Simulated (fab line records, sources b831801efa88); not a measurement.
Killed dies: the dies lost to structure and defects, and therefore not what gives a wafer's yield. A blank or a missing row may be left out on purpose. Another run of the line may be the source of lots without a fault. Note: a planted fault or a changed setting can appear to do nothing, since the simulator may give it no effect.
Struck lot and sound lot, side by side :: flow sky130 :: 30 steps out of a route of 708
Sound: wafers L576.2, L576.3, L576.6. Wafers L582.2, L582.5, L582.6 were the ones struck. At the end, the cause is stated.
Order at every step that has rows: each side's tool, ch and its chambers, its first start. Under that, the readings that differ: sound wafers :: struck wafers :: difference of the means :: sigmas: that difference in standard deviations of wafers without a fault.
alike: readings with means less than 2 such deviations apart, plus words and numbers identical on both sides. not compared: withheld readings, readings lacking a value on some wafer, bounds such as >300 that could conceal the same value, and numbers that have no deviation in the record and whose values overlap.
The two part at a step that has a row with sigmas, a row that says differs or no value, or rows on one side only. Numbers that have no deviation but don't overlap get no sigmas and don't part them. A reading that every wafer of one side lacks parts them only if that side has two wafers or more.

SKY_PWDE_STRIP_09: strips in O2/N2.
  sound on plasma_asher-01 ch 0, day 5 07:02; struck on plasma_asher-01 ch 0,1, day 6 15:05
  alike: drypump_motor_current_A, oes_product_au, strip_time_to_endpoint_s
  not compared: rf_hours_counter_h
SKY_PWDE_TW_MEAS_10:
  sound on film_metro-01, day 5 07:08; struck on film_metro-02, day 6 15:11
  alike: PWDE_TW
then, 7 steps without rows for these wafers: SKY_NWELL_DEHYDRATE_03 (time 60 s); SKY_NWELL_HMDS_04 (prime time 60 s); SKY_NWELL_COAT_05 (resist thk 3000 nm); SKY_NWELL_SOFTBAKE_06; SKY_NWELL_EXPOSE_07 (exposes mask NWM, target cd 840 nm); SKY_NWELL_PEB_08; SKY_NWELL_DEVELOP_09 (develop time 60 s).
SKY_NWELL_OVL_MEAS_10:
  sound on overlay-01, day 6 00:55; struck on overlay-02, day 7 10:53
  alike: NWELL_00_OVL
then, 2 steps without rows for these wafers: SKY_NWELL_IMPLANT_11; SKY_NWELL_IMPLANT_12.
SKY_NWELL_IMPLANT_13:
  sound on implanter-02 ch 0, day 6 01:16; struck on implanter-03 ch 0, day 7 11:14
reading: implant_ion_amu
sound: 31 31 31
struck: 11 11 11
difference: -20
sigmas: 

reading: model.implant.rp_nm (nm)
sound: 61.25 61.25 61.25
struck: 161.8 161.8 161.8
difference: +100.6
sigmas: 

reading: model.implant.drp_nm (nm)
sound: 25.55 25.55 25.55
struck: 58.55 58.55 58.55
difference: +33.00
sigmas: 
SKY_NWELL_STRIP_14: strips in O2/N2.
  sound on plasma_asher-03 ch 0,1, day 6 01:23; struck on plasma_asher-01 ch 0,1, day 7 11:22
reading: drypump_motor_current_A (A)
sound: 5.3 5.3 5.2
struck: 6.1 5.9 6.1
difference: +0.8
sigmas: +2
  alike: oes_product_au, strip_time_to_endpoint_s
  not compared: rf_hours_counter_h
SKY_NWELL_TW_MEAS_15:
  sound on film_metro-02, day 6 01:30; struck on film_metro-03, day 7 11:29
  alike: NWELL_TW
then, 7 steps without rows for these wafers: SKY_NWELL_DEHYDRATE_16 (time 60 s); SKY_NWELL_HMDS_17 (prime time 60 s); SKY_NWELL_COAT_18 (resist thk 3000 nm); SKY_NWELL_SOFTBAKE_19; SKY_NWELL_EXPOSE_20 (exposes mask NWM COMPLEMENT, target cd 840 nm); SKY_NWELL_PEB_21; SKY_NWELL_DEVELOP_22 (develop time 60 s).
SKY_NWELL_OVL_MEAS_23:
  sound on overlay-02, day 6 20:47; struck on overlay-02, day 8 07:39
  alike: NWELL_01_OVL
after that, 1 step had no rows for these wafers: SKY_NWELL_IMPLANT_24.
SKY_NWELL_STRIP_25: strips in O2/N2.
  sound on plasma_asher-01 ch 0,1, day 6 20:58; struck on plasma_asher-03 ch 0,1, day 8 07:50
reading: drypump_motor_current_A (A)
sound: 5.9 5.9 6.1
struck: 5.2 5.3 5.2
difference: -0.7
sigmas: -2
  alike: oes_product_au, strip_time_to_endpoint_s
  not compared: rf_hours_counter_h
SKY_NWELL_TW_MEAS_26:
  sound on film_metro-01, day 6 21:05; struck on film_metro-01, day 8 07:56
  alike: NWELL_2_TW
then, 1 step without rows for these wafers: SKY_NWELL_CLEAN_27 (cleans in SC1/SC2, time 150 s).
SKY_NWELL_RTA_28: time 30 s.
  sound on rtp_anneal-02 ch 0, day 6 21:11; struck on rtp_anneal-02 ch 0, day 8 08:04
  alike: lamp_power_pct, wafer_temp_C_max
SKY_NWELL_RS_MEAS_29: a four-point-probe measurement.
  sound on film_metro-03, day 6 21:18; struck on film_metro-02, day 8 08:10
reading: NWELL_RS (ohm/sq)
sound: 625.2 624.4 624.3
struck: - - -
difference: no value on the struck wafers
sigmas: 
SKY_PAD_OPEN_PROBE_99:
  rows exist in the record for the sound wafers here (prober-01, day 47 07:31), none for the struck ones

## WHERE THEY PART
At SKY_NWELL_STRIP_14 first; at SKY_PAD_OPEN_PROBE_99 last (within this record only).

WHY: the cause the simulator had injected
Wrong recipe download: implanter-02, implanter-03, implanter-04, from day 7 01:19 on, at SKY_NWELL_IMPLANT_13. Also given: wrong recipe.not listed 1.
